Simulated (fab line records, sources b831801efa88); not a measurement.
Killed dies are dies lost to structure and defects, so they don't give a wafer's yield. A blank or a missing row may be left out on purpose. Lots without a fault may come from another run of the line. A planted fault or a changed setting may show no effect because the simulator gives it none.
fab line records | flow sfq_line | part 1 of 2: steps 1 to 28 of 39
record lots=5 wafers=15 last_day=81
route steps=325 shown M0@32 I0@43 M1@58
lots that met no fault: from a run of the same line without faults
start_h: hours from the record's first day to the start of the lot's first wafer shown | wait_h: hours since the lot's step before | " the same as in the row above | L1.1+2: a row that stands for several wafers | - no value, or no start given | * or withheld: withheld | < > ~ a bound
route shown NAME@n: a module of which the file shows steps, and the number in the route of the first | usual: mean/standard deviation of fault-free wafers | same: alike in all rows | chamber/n: place in a boat | sites: the reading at each site | _std_site: their standard deviation | _edge_site: outer sites' mean less inner sites' | radius_mm: how far each site lies from the wafer's centre | mask NAME#n: copy n | behind: the tool/chamber that last shaped the wafer | hold: why the lot was held/for how many hours/how that ended | device: the transistor (n, p or np) that didn't switch | end of line: the same wafers' tests at the end of the route | a step without rows: its recipe alone | killed: dies lost to structure and defects at the first sort, not the wafer's yield | map: a wafer's dies, x killed, . not, _ none there
set.NAME: the setting as run; set.NAME@STEP: as run at that earlier step | model.NAME: the simulator's own value behind a step, which no gauge read
lots at some steps of the route; a table a step, a row a wafer
services: from which hour (start_h, from the record's first day; less than 0 if before it) a tool's chamber was out of use, for how many hours, and why
## steps
# step SFQ_TRILAYER_M0_LITHO_COAT_026
# recipe resist=BARC spin_rpm=3000 resist_thk_nm=62
# columns lot.wafer tool chamber start_h wait_h
L074.1+3+5 litho_track-04 0 95.15 0.1
L077.2+3+4 litho_track-01 0 178.59 0.1
L083.2+4+6 litho_track-01 0 227.77 0.1
L086.1+4+5 litho_track-01 0 251.49 0.1
L097.1+3+6 litho_track-03 0 330.13 0.1
# step SFQ_TRILAYER_M0_LITHO_COAT_021
# recipe resist=KrF spin_rpm=3000 resist_thk_nm=600
# columns lot.wafer tool chamber start_h wait_h
L074.1+3+5 litho_track-04 0 95.45 0.2
L077.2+3+4 litho_track-01 0 178.89 0.2
L083.2+4+6 litho_track-01 0 228.07 0.2
L086.1+4+5 litho_track-01 0 251.79 0.2
L097.1+3+6 litho_track-03 0 330.43 0.2
# step SFQ_TRILAYER_M0_LITHO_SOFTBAKE_025
# recipe temp_c=withheld time_s=withheld resist=KrF
# columns lot.wafer tool chamber start_h wait_h
L074.1+3+5 litho_track-04 0 95.75 0.2
L077.2+3+4 litho_track-01 0 179.16 0.2
L083.2+4+6 litho_track-01 0 228.34 0.2
L086.1+4+5 litho_track-01 0 252.09 0.2
L097.1+3+6 litho_track-03 0 330.73 0.2
# step SFQ_TRILAYER_M0_LITHO_EXPOSE_022
# recipe mask_id=M0 na=0.6 source_shape=conventional sigma_outer=0.65 target_cd_nm=500 dose_mj=14.4
# usual focus_offset_nm=0.1/0.5
# same na=0.6
# columns lot.wafer tool chamber start_h wait_h mask focus_offset_nm
L074.1 krf_scanner-01 0 183.03 - M0#0 0.2
L074.3 " 0 " " M0#0 0.1
L074.5 " 0 " " M0#0 0.3
L077.2 krf_scanner-01 0 276.12 - M0#0 -0.1
L077.3 " 0 " " M0#0 0.3
L077.4 " 0 " " M0#0 0.4
L083.2 krf_scanner-01 0 297.72 - M0#0 0.4
L083.4 " 0 " " M0#0 -0.1
L083.6 " 0 " " M0#0 -0.3
L086.1 krf_scanner-01 0 302.32 - M0#0 0.2
L086.4 " 0 " " M0#0 0.5
L086.5 " 0 " " M0#0 0.5
L097.1 krf_scanner-01 0 330.88 - M0#0 0.2
L097.3 " 0 " " M0#0 1.4
L097.6 " 0 " " M0#0 -0.4
# step SFQ_TRILAYER_M0_LITHO_PEB_024
# recipe peb_temp_c=115 peb_time_s=60 resist=KrF
# columns lot.wafer tool chamber start_h wait_h
L074.1+3+5 litho_track-01 0 184.23 1.0
L077.2+3+4 litho_track-04 0 277.15 0.8
L083.2+4+6 litho_track-03 0 298.75 0.8
L086.1+4+5 litho_track-04 0 303.52 1.0
L097.1+3+6 litho_track-03 0 332.08 1.0
# step SFQ_TRILAYER_M0_LITHO_DEVELOP_023
# recipe time_s=60 resist=KrF
# same time_s=60
# columns lot.wafer tool chamber start_h wait_h
L074.1+3+5 litho_track-01 0 184.38 0.1
L077.2+3+4 litho_track-04 0 277.30 0.1
L083.2+4+6 litho_track-03 0 298.90 0.1
L086.1+4+5 litho_track-04 0 303.67 0.1
L097.1+3+6 litho_track-03 0 332.23 0.1
# step SFQ_M0_OVL_MEAS_906
# usual M0_OVL=0/5.5
# columns lot.wafer tool chamber start_h wait_h M0_OVL[nm]
L074.1 overlay-02 - 184.53 0.1 -4
L074.3 " - " " -8
L074.5 " - " " -1
L077.2 overlay-01 - 277.43 0.1 -2
L077.3 " - " " -7
L077.4 " - " " 3
L083.2 overlay-01 - 299.03 0.1 -5
L083.4 " - " " 0
L083.6 " - " " -2
L086.1 overlay-02 - 303.82 0.1 4
L086.4 " - " " -14
L086.5 " - " " -3
L097.1 overlay-02 - 332.38 0.1 2
L097.3 " - " " 4
L097.6 " - " " -3
# step SFQ_TRILAYER_M0_BARC_OPEN_METAL_ETCH_031
# recipe mask_material=PR chemistry=O2 target_depth_nm=125 target=BARC icp_w=600 bias_w=80 pressure_mtorr=10 time_s=41.7
# usual drypump_motor_current_A=5.9/0.31 oes_product_au=0.685/0.0043
# same time_s=41.7
# columns lot.wafer tool chamber start_h wait_h drypump_motor_current_A oes_product_au rf_hours_counter_h
L074.1 rie_metal-03 0 184.56 0.0 5.5 0.682 45
L074.3 " 1 " " 6.3 0.683 -
L074.5 " 1 " " 6.3 0.685 -
L077.2 rie_metal-01 1 277.46 0.0 5.8 0.680 86
L077.3 " 0 " " 5.8 0.686 -
L077.4 " 1 " " 5.8 0.687 -
L083.2 rie_metal-04 1 299.06 0.0 5.7 0.683 46
L083.4 " 0 " " 6.3 0.678 -
L083.6 " 1 " " 5.7 0.685 -
L086.1 rie_metal-04 0 303.86 0.0 6.3 0.686 116
L086.4 " 0 " " 6.3 0.690 -
L086.5 " 1 " " 5.7 0.686 -
L097.1 rie_metal-01 0 332.42 0.0 5.8 0.692 61
L097.3 " 1 " " 5.7 0.691 -
L097.6 " 1 " " 5.7 0.687 -
# step SFQ_TRILAYER_M0_ETCH_METAL_ETCH_024
# recipe target=Nb stop_on=SiO2 mask_material=PR chemistry=Cl2/Ar target_depth_nm=240 icp_w=600 bias_w=80 pressure_mtorr=10 time_s=120
# usual drypump_motor_current_A=5.9/0.31 oes_product_au=0.898/0.0077
# same time_s=120
# columns lot.wafer tool chamber start_h wait_h drypump_motor_current_A oes_product_au rf_hours_counter_h
L074.1 rie_metal-03 0 184.62 0.0 5.5 0.902 46
L074.3 " 1 " " 6.3 0.913 -
L074.5 " 1 " " 6.4 0.904 -
L077.2 rie_metal-01 1 277.52 0.0 5.7 0.890 86
L077.3 " 0 " " 5.8 0.895 -
L077.4 " 1 " " 5.7 0.887 -
L083.2 rie_metal-04 1 299.12 0.0 5.7 0.903 46
L083.4 " 0 " " 6.3 0.894 -
L083.6 " 1 " " 5.7 0.914 -
L086.1 rie_metal-04 0 303.92 0.0 6.3 0.881 116
L086.4 " 0 " " 6.3 0.888 -
L086.5 " 1 " " 5.7 0.900 -
L097.1 rie_metal-01 0 332.48 0.0 5.8 0.892 61
L097.3 " 1 " " 5.7 0.888 -
L097.6 " 1 " " 5.7 0.890 -
# step SFQ_TRILAYER_M0_STRIP_STRIP_025
# recipe gas=O2 power_w=200 platen_temp_c=40 overash_fraction=0.65 chemistry=O2 pressure_mtorr=50
# usual drypump_motor_current_A=5.9/0.31 oes_product_au=1.006/0.008
# columns lot.wafer tool chamber start_h wait_h drypump_motor_current_A oes_product_au rf_hours_counter_h
L074.1 rie_metal-03 0 184.75 0.1 5.6 1.010 46
L074.3 " 1 " " 6.3 1.012 -
L074.5 " 1 " " 6.3 1.007 -
L077.2 rie_metal-01 1 277.64 0.1 5.8 1.003 86
L077.3 " 0 " " 5.8 0.991 -
L077.4 " 1 " " 5.8 0.991 -
L083.2 rie_metal-04 1 299.24 0.1 5.7 1.010 47
L083.4 " 0 " " 6.3 1.017 -
L083.6 " 1 " " 5.7 1.006 -
L086.1 rie_metal-04 0 304.04 0.1 6.3 1.005 116
L086.4 " 0 " " 6.3 1.021 -
L086.5 " 1 " " 5.7 1.017 -
L097.1 rie_metal-01 0 332.60 0.1 5.8 0.998 62
L097.3 " 1 " " 5.7 0.994 -
L097.6 " 1 " " 5.7 1.000 -
# step SFQ_TRILAYER_M0_STRIP_SOLV_CLEAN_026
# recipe chemistry=NMP temp_c=70 time_s=600
# usual bath_heat_duty_pct=13.2/1.2
# same time_s=600
# columns lot.wafer tool chamber start_h wait_h bath_heat_duty_pct
L074.1 wet_bench-01 5 185.35 0.4 14.0
L074.3 " 0 " " 12.4
L074.5 " 4 " " 14.4
L077.2 wet_bench-04 7 278.24 0.4 11.5
L077.3 " 0 " " 13.3
L077.4 " 5 " " 11.3
L083.2 wet_bench-01 2 299.84 0.4 14.7
L083.4 " 5 " " 14.4
L083.6 " 1 " " 13.0
L086.1 wet_bench-02 3 304.64 0.4 13.4
L086.4 " 6 " " 13.9
L086.5 " 5 " " 12.5
L097.1 wet_bench-01 7 333.20 0.4 13.6
L097.3 " 2 " " 14.5
L097.6 " 6 " " 13.8
# step SFQ_TRILAYER_I0_DEP_PECVD_027
# recipe material=SiO2 temp_c=150 time_s=111.11 pressure_torr=2.4 rf_w=183.3 precursor=SiH4/N2O target_thk_nm=500
# usual heater_power_w=80/9.2 throttle_valve_pct=24.3/1.4
# same time_s=111.11
# columns lot.wafer tool chamber start_h wait_h heater_power_w throttle_valve_pct
L074.1 pecvd-04 0 185.52 0.0 86 23.0
L074.3 " 1 " " 71 23.8
L074.5 " 0 " " 88 22.7
L077.2 pecvd-02 0 278.42 0.0 86 25.6
L077.3 " 2 " " 67 24.9
L077.4 " 0 " " 88 25.7
L083.2 pecvd-02 1 300.02 0.0 85 26.5
L083.4 " 1 " " 71 26.5
L083.6 " 2 " " 70 24.7
L086.1 pecvd-02 1 304.82 0.0 81 26.3
L086.4 " 2 " " 63 24.8
L086.5 " 1 " " 83 26.7
L097.1 pecvd-04 1 333.38 0.0 69 24.1
L097.3 " 2 " " 93 23.1
L097.6 " 2 " " 91 23.1
# step SFQ_TRILAYER_I0_CMP_CMP_028
# recipe material=SiO2 down_force_psi=3 platen_rpm=60 pad_velocity_m_s=0.94248
# usual motor_current_A=10.4/0.93 time_to_endpoint_s=213/7.5
# columns lot.wafer tool chamber start_h wait_h motor_current_A time_to_endpoint_s
L074.3 cmp-01 1 196.27 10.7 11.1 208
L074.1 " 2 " " 9.5 203
L074.5 " 1 198.27 12.7 11.3 214
L077.2 cmp-02 3 279.10 0.6 9.9 204
L077.4 " 0 " " 10.2 224
L077.3 " 1 " " 9.0 214
L083.4 cmp-01 0 303.01 2.9 10.9 223
L083.2 " 3 304.51 4.5 11.1 219
L083.6 " 0 " " 10.7 214
L086.1 cmp-01 3 309.01 4.2 10.5 214
L086.4 " 0 " " 11.6 217
L086.5 " 3 311.01 6.1 10.9 217
L097.3 cmp-02 0 333.95 0.5 10.7 208
L097.1 " 1 " " 8.9 211
L097.6 " 3 335.45 2.0 10.5 207
# step SFQ_I0_BOW_MEAS_907
# recipe mode=bow
# usual I0_BOW=1/7
# columns lot.wafer tool chamber start_h wait_h I0_BOW[um]
L074.1 film_metro-02 - 198.77 1.5 -3
L074.3 " - " " -4
L074.5 " - " " -1
L077.2 film_metro-01 - 282.12 2.5 -6
L077.3 " - " " -3
L077.4 " - " " 0
L083.2 film_metro-02 - 306.03 1.0 7
L083.4 " - " " -9
L083.6 " - " " 1
L086.1 film_metro-02 - 312.01 2.5 0
L086.4 " - " " -2
L086.5 " - " " -7
L097.1 film_metro-01 - 336.45 1.5 -8
L097.3 " - " " 3
L097.6 " - " " -1
# step SFQ_TRILAYER_I0_METRO_MEASURE_029
# usual thk_nm=199.5/1
# columns lot.wafer tool chamber start_h wait_h thk_nm
L074.1 film_metro-02 - 198.89 0.1 199.8
L074.3 " - " " 201.0
L074.5 " - " " 200.4
L077.2 film_metro-01 - 282.42 0.3 198.8
L077.3 " - " " 199.4
L077.4 " - " " 198.5
L083.2 film_metro-02 - 306.33 0.3 198.7
L083.4 " - " " 199.1
L083.6 " - " " 198.2
L086.1 film_metro-02 - 312.13 0.1 200.0
L086.4 " - " " 199.7
L086.5 " - " " 201.2
L097.1 film_metro-01 - 336.57 0.1 201.3
L097.3 " - " " 201.1
L097.6 " - " " 199.3
# step SFQ_TRILAYER_I0_VIA_LITHO_COAT_036
# recipe resist=BARC spin_rpm=3000 resist_thk_nm=62
# columns lot.wafer tool chamber start_h wait_h
L074.1+3+5 litho_track-04 0 200.09 1.0
L077.2+3+4 litho_track-03 0 283.47 0.8
L083.2+4+6 litho_track-02 0 307.38 0.8
L086.1+4+5 litho_track-03 0 313.33 1.0
L097.1+3+6 litho_track-04 0 337.77 1.0
# step SFQ_TRILAYER_I0_VIA_LITHO_COAT_031
# recipe resist=KrF spin_rpm=3000 resist_thk_nm=650
# columns lot.wafer tool chamber start_h wait_h
L074.1+3+5 litho_track-04 0 200.39 0.2
L077.2+3+4 litho_track-03 0 283.77 0.2
L083.2+4+6 litho_track-02 0 307.68 0.2
L086.1+4+5 litho_track-03 0 313.63 0.2
L097.1+3+6 litho_track-04 0 338.07 0.2
# step SFQ_TRILAYER_I0_VIA_LITHO_SOFTBAKE_035
# recipe temp_c=withheld time_s=withheld resist=KrF
# columns lot.wafer tool chamber start_h wait_h
L074.1+3+5 litho_track-04 0 200.69 0.2
L077.2+3+4 litho_track-03 0 284.04 0.2
L083.2+4+6 litho_track-02 0 307.96 0.2
L086.1+4+5 litho_track-03 0 313.93 0.2
L097.1+3+6 litho_track-04 0 338.37 0.2
# step SFQ_TRILAYER_I0_VIA_LITHO_EXPOSE_032
# recipe mask_id=I0 na=0.6 source_shape=conventional sigma_outer=0.65 target_cd_nm=500 dose_mj=21.3
# usual focus_offset_nm=0.0/0.53
# same na=0.6
# columns lot.wafer tool chamber start_h wait_h mask focus_offset_nm
L074.1 krf_scanner-02 0 304.64 - I0#0 0.0
L074.3 " 0 " " I0#0 0.2
L074.5 " 0 " " I0#0 0.1
L077.2 krf_scanner-01 0 385.25 - I0#0 0.6
L077.3 " 0 " " I0#0 -0.2
L077.4 " 0 " " I0#0 1.2
L083.2 krf_scanner-01 0 415.37 - I0#0 0.2
L083.4 " 0 " " I0#0 0.0
L083.6 " 0 " " I0#0 -0.3
L086.1 krf_scanner-01 0 422.37 - I0#0 -0.2
L086.4 " 0 " " I0#0 0.0
L086.5 " 0 " " I0#0 0.2
L097.1 krf_scanner-01 0 461.97 - I0#0 0.5
L097.3 " 0 " " I0#0 -0.7
L097.6 " 0 " " I0#0 0.4
# step SFQ_TRILAYER_I0_VIA_LITHO_PEB_034
# recipe peb_temp_c=115 peb_time_s=60 resist=KrF
# columns lot.wafer tool chamber start_h wait_h
L074.1+3+5 litho_track-03 0 305.84 1.0
L077.2+3+4 litho_track-04 0 386.28 0.8
L083.2+4+6 litho_track-03 0 416.39 0.8
L086.1+4+5 litho_track-02 0 423.57 1.0
L097.1+3+6 litho_track-04 0 463.17 1.0
# step SFQ_TRILAYER_I0_VIA_LITHO_DEVELOP_033
# recipe time_s=60 resist=KrF
# same time_s=60
# columns lot.wafer tool chamber start_h wait_h
L074.1+3+5 litho_track-03 0 305.99 0.1
L077.2+3+4 litho_track-04 0 386.43 0.1
L083.2+4+6 litho_track-03 0 416.54 0.1
L086.1+4+5 litho_track-02 0 423.72 0.1
L097.1+3+6 litho_track-04 0 463.32 0.1
# step SFQ_I0_OVL_MEAS_908
# usual I0_OVL=-4/5.4
# columns lot.wafer tool chamber start_h wait_h I0_OVL[nm]
L074.1 overlay-01 - 306.14 0.1 -5
L074.3 " - " " -2
L074.5 " - " " 0
L077.2 overlay-02 - 386.56 0.1 -1
L077.3 " - " " -9
L077.4 " - " " -4
L083.2 overlay-02 - 416.67 0.1 -6
L083.4 " - " " -4
L083.6 " - " " -1
L086.1 overlay-02 - 423.87 0.1 -12
L086.4 " - " " -5
L086.5 " - " " -13
L097.1 overlay-01 - 463.47 0.1 -10
L097.3 " - " " -2
L097.6 " - " " -2
# step SFQ_TRILAYER_I0_VIA_BARC_OPEN_VIA_ETCH_046
# recipe mask_material=PR chemistry=O2 target_depth_nm=125 target=BARC source_w=500 bias_w=80 pressure_mtorr=30 time_s=41.7
# usual drypump_motor_current_A=5.8/0.48 oes_product_au=0.685/0.0047
# same time_s=41.7
# columns lot.wafer tool chamber start_h wait_h drypump_motor_current_A oes_product_au rf_hours_counter_h
L074.1 rie_diel-03 3 306.17 0.0 5.0 0.687 102
L074.3 " 1 " " 5.6 0.690 1
L074.5 " 3 " " 5.0 0.685 -
L077.2 rie_diel-02 0 386.59 0.0 6.4 0.684 14
L077.3 " 3 " " 6.3 0.689 2
L077.4 " 2 " " 5.4 0.686 106
L083.2 rie_diel-04 2 416.70 0.0 6.1 0.682 70
L083.4 " 1 " " 5.4 0.680 -
L083.6 " 3 " " 5.6 0.689 -
L086.1 rie_diel-02 0 423.90 0.0 6.5 0.694 14
L086.4 " 3 " " 6.3 0.691 3
L086.5 " 0 " " 6.4 0.685 -
L097.1 rie_diel-04 2 463.50 0.0 6.1 0.698 71
L097.3 " 3 " " 5.6 0.691 7
L097.6 " 1 " " 5.4 0.681 -
# step SFQ_TRILAYER_I0_VIA_ETCH_VIA_ETCH_034
# recipe target=SiO2 stop_on=Nb mask_material=PR taper_deg=20 chemistry=CHF3 target_depth_nm=260 source_w=500 bias_w=80 pressure_mtorr=30 time_s=withheld
# usual drypump_motor_current_A=5.8/0.48 oes_product_au=0.853/0.0048
# columns lot.wafer tool chamber start_h wait_h drypump_motor_current_A oes_product_au
L074.1 rie_diel-03 3 306.21 0.0 5.0 0.857
L074.3 " 1 " " 5.6 0.858
L074.5 " 3 " " 5.0 0.853
L077.2 rie_diel-02 0 386.63 0.0 6.4 0.858
L077.3 " 3 " " 6.3 0.850
L077.4 " 2 " " 5.4 0.850
L083.2 rie_diel-04 2 416.74 0.0 6.1 0.862
L083.4 " 1 " " 5.4 0.851
L083.6 " 3 " " 5.6 0.856
L086.1 rie_diel-02 0 423.94 0.0 6.4 0.858
L086.4 " 3 " " 6.3 0.849
L086.5 " 0 " " 6.4 0.862
L097.1 rie_diel-04 2 463.54 0.0 6.1 0.857
L097.3 " 3 " " 5.6 0.854
L097.6 " 1 " " 5.4 0.851
# step SFQ_TRILAYER_I0_VIA_STRIP_STRIP_035
# recipe gas=O2 power_w=200 platen_temp_c=40 overash_fraction=0.65 chemistry=O2 pressure_mtorr=50
# usual drypump_motor_current_A=5.9/0.45 oes_product_au=1.006/0.0089
# columns lot.wafer tool chamber start_h wait_h drypump_motor_current_A oes_product_au rf_hours_counter_h
L074.1 rie_metal-02 0 306.33 - 6.5 1.007 171
L074.3 " 1 " " 5.2 0.998 -
L074.5 " 1 " " 5.2 0.996 -
L077.2 rie_metal-04 1 386.74 - 5.7 1.008 61
L077.3 " 1 " " 5.7 1.007 -
L077.4 " 0 " " 6.3 1.010 -
L083.2 rie_metal-03 0 416.85 - 5.5 1.002 86
L083.4 " 0 " " 5.6 0.999 -
L083.6 " 0 " " 5.5 1.003 -
L086.1 rie_metal-04 1 424.05 - 5.7 1.005 66
L086.4 " 0 " " 6.3 1.010 -
L086.5 " 1 " " 5.7 0.994 -
L097.1 rie_metal-03 0 463.65 - 5.6 1.010 93
L097.3 " 0 " " 5.5 1.009 -
L097.6 " 1 " " 6.3 0.997 -
# step SFQ_TRILAYER_I0_VIA_STRIP_SOLV_CLEAN_036
# recipe chemistry=NMP temp_c=70 time_s=600
# usual bath_heat_duty_pct=13.1/1.1
# same time_s=600
# columns lot.wafer tool chamber start_h wait_h bath_heat_duty_pct
L074.1 wet_bench-03 3 306.93 0.4 14.2
L074.3 " 2 " " 15.6
L074.5 " 6 " " 12.8
L077.2 wet_bench-04 6 387.34 0.4 13.2
L077.3 " 1 " " 12.8
L077.4 " 3 " " 11.9
L083.2 wet_bench-02 3 417.45 0.4 13.0
L083.4 " 1 " " 13.8
L083.6 " 0 " " 13.1
L086.1 wet_bench-04 2 424.65 0.4 14.7
L086.4 " 3 " " 12.3
L086.5 " 5 " " 12.5
L097.1 wet_bench-02 4 464.25 0.4 11.6
L097.3 " 3 " " 13.4
L097.6 " 6 " " 14.4
# step SFQ_TRILAYER_M1_DEP_PRE_CLEAN_038
# recipe gas=Ar time_s=22.5 bias_v=250
# same time_s=22.5
# columns lot.wafer tool chamber start_h wait_h
L074.1+3+5 pvd_sputter-05 - 307.10 0.0
L077.2+3+4 pvd_sputter-04 - 387.51 0.0
L083.2+4+6 pvd_sputter-06 - 417.63 0.0
L086.1+4+5 pvd_sputter-04 - 424.83 0.0
L097.1+3+6 pvd_sputter-06 - 464.43 0.0
# step SFQ_TRILAYER_M1_DEP_SPUTTER_037
# recipe material=Nb base_pressure_pa=1.33e-06 chamber_pressure_pa=0.1333 substrate_temp_c=20 resputter_cathode_voltage_v=400 target_thk_nm=200 power_w=2000 time_s=133.3
# usual throttle_valve_pct=30.3/1.2
# same time_s=133.3
# columns lot.wafer tool chamber start_h wait_h throttle_valve_pct
L074.1 pvd_sputter-05 - 307.13 0.0 29.7
L074.3 " - " " 30.0
L074.5 " - " " 28.9
L077.2 pvd_sputter-04 - 387.54 0.0 31.3
L077.3 " - " " 31.7
L077.4 " - " " 30.3
L083.2 pvd_sputter-06 - 417.66 0.0 31.1
L083.4 " - " " 28.8
L083.6 " - " " 28.6
L086.1 pvd_sputter-04 - 424.86 0.0 31.5
L086.4 " - " " 30.9
L086.5 " - " " 31.2
L097.1 pvd_sputter-06 - 464.46 0.0 28.7
L097.3 " - " " 30.7
L097.6 " - " " 28.7
